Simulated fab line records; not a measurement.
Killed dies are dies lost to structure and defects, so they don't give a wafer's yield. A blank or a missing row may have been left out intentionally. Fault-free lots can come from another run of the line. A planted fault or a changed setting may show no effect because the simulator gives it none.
Which tool was responsible? -- flow sky130 -- 14 lots with 42 wafers sampled at 4 steps, on a route of 708 steps

== WHAT THE GAUGES SHOWED, per wafer ==
SKY_NWELL_RS_MEAS_29: the measuring method here is four-point-probe.
lot,measured,on,NWELL_RS (ohm/sq)
L394,day 6 01:14,filmMetro-03,625.5 628.0 628.2
L397,day 6 17:26,filmMetro-02,625.7 626.3 625.9
L398,day 6 22:36,filmMetro-04,622.6 622.7 623.0
L399,day 7 02:03,filmMetro-04,622.5 623.6 623.7
L400,day 7 10:21,filmMetro-04,625.0 622.5 624.7
L401,day 7 14:20,filmMetro-04,623.9 622.5 623.0
L402,day 7 20:00,filmMetro-03,626.6 625.6 625.4
L403,day 8 05:07,filmMetro-02,624.1 625.6 624.2
L404,day 8 08:50,filmMetro-02,626.8 626.8 626.7
L407,day 9 03:18,filmMetro-04,628.2 628.6 627.0
L411,day 10 05:17,filmMetro-03,626.9 627.8 627.2
L412,day 10 09:26,filmMetro-02,623.0 624.3 623.1
L414,day 10 17:50,filmMetro-02,623.7 625.0 624.3
L415,day 11 02:52,filmMetro-02,624.8 624.1 623.4

SKY_SONOS_ONO_THK_MEAS_05.
lot,measured,on,SONOS_ONO_CVD_04_THK (nm)
L394,day 12 14:35,filmMetro-01,5.86 5.70 5.72
L397,day 14 00:32,filmMetro-02,5.65 5.51 5.51
L398,day 14 00:31,filmMetro-04,5.65 5.70 5.74
L399,day 14 00:35,filmMetro-01,5.66 5.74 5.60
L400,day 14 07:40,filmMetro-01,5.74 5.77 5.83
L401,day 14 12:36,filmMetro-02,5.60 5.54 5.72
L404,day 15 12:36,filmMetro-04,5.76 5.50 5.62
L407,day 16 08:49,filmMetro-04,5.67 5.84 5.77
L411,day 17 23:56,filmMetro-04,5.55 5.59 5.56
L412,day 18 04:38,filmMetro-04,5.68 5.81 5.82
L414,day 18 14:22,filmMetro-04,5.79 5.68 5.81
L415,day 19 00:41,filmMetro-04,5.65 5.75 5.57

SKY_SONOS_ONO_OVL_MEAS_14.
lot,measured,on,SONOS_ONO_OVL (nm)
L394,day 13 15:05,overlay-02,-2.1 -1.4 -1.0
L397,day 15 03:01,overlay-02,3.7 2.6 3.6
L398,day 15 03:10,overlay-02,2.5 -0.2 0.1
L399,day 15 03:19,overlay-02,2.3 1.2 1.0
L400,day 15 10:31,overlay-02,1.1 0.7 1.9
L401,day 15 14:31,overlay-02,1.2 -0.9 1.6
L404,day 16 17:14,overlay-01,1.2 -1.7 -0.2
L407,day 17 13:00,overlay-02,1.3 1.8 0.7
L411,day 19 06:15,overlay-01,0.5 0.0 0.4
L412,day 19 11:16,overlay-02,1.7 0.7 1.8
L414,day 19 21:29,overlay-02,2.2 0.3 0.9
L415,day 20 07:11,overlay-02,1.0 1.8 1.9

== WHICH TOOL RAN EACH LOT (tool, then ch and the chambers of the sampled wafers, then the start) ==
lot,SKY_SONOS_TUNNEL_WET_ETCH_10
L394,"wetBench-04 ch 2, day 12 08:18"
L397,"wetBench-01 ch 1, day 13 06:00"
L398,"wetBench-01 ch 1, day 13 12:36"
L399,"wetBench-01 ch 2, day 13 14:59"
L400,"wetBench-01 ch 3, day 14 00:48"
L401,"wetBench-04 ch 1, day 14 07:27"
L402,"wetBench-02 ch 2, day 14 15:09"
L403,"wetBench-04 ch 3, day 15 00:41"
L404,"wetBench-01 ch 0, day 15 07:36"
L407,"wetBench-04 ch 0, day 16 03:54"
L411,"wetBench-02 ch 3, day 17 17:51"
L412,"wetBench-02 ch 3, day 17 23:33"
L414,"wetBench-01 ch 0, day 18 09:38"
L415,"wetBench-01 ch 2, day 18 20:29"
- SKY_SONOS_TUNNEL_WET_ETCH_10: etches SiO2 in dHF, target depth 14 nm, time 280 s.

== AS READ BY THE TOOLS THEMSELVES (means over the sampled wafers that have a number; for cases with no such wafer, the mark the record gives instead) ==
SKY_SONOS_TUNNEL_WET_ETCH_10.
lot,tool,bathHeatDutyPct (%),runLengthS (s)
L394,wetBench-04,6.8,304
L397,wetBench-01,6.0,312
L398,wetBench-01,5.4,305
L399,wetBench-01,6.1,304
L400,wetBench-01,6.6,308
L401,wetBench-04,5.8,305
L402,wetBench-02,-,-
L403,wetBench-04,-,-
L404,wetBench-01,7.8,307
L407,wetBench-04,5.3,312
L411,wetBench-02,7.1,305
L412,wetBench-02,6.8,306
L414,wetBench-01,7.4,307
L415,wetBench-01,6.1,313

== THE ANSWER, worked out from the rows above alone ==
Rule: usual is defined by the lots themselves. Put in order of their means at a reading, lots are off if they are a third of the lots or fewer, leave a main group of 4 or more, and stand apart from it by a gap of 3 or more times the standard deviation of the main group's means; of several such gaps the widest counts. A main group is skipped when, at the precision printed for the reading in the tables above, its means are all equal. A lot without any number at a reading at which 4 lots or more have one is off too. The other lots that the step has rows for count as sound. After the gauges, taken in route order, come the tools' own readings; for these a lot's mean is taken, as printed above. The first step at which some lot is off is used, and at that step the reading that is off furthest; a lot without a number counts as furthest.
Off at SKY_SONOS_TUNNEL_WET_ETCH_10 (bathHeatDutyPct): L402, L403. Without a number there: L402, L403. The main group: mean 6.4 %, standard deviation 0.75.
If a tool, at that step or one of the process steps before it, ran each lot that is off and ran no sound lot following the first of them, it fits. No candidate that was tried fits.

== WHAT THE SIMULATOR HAD INSERTED ==
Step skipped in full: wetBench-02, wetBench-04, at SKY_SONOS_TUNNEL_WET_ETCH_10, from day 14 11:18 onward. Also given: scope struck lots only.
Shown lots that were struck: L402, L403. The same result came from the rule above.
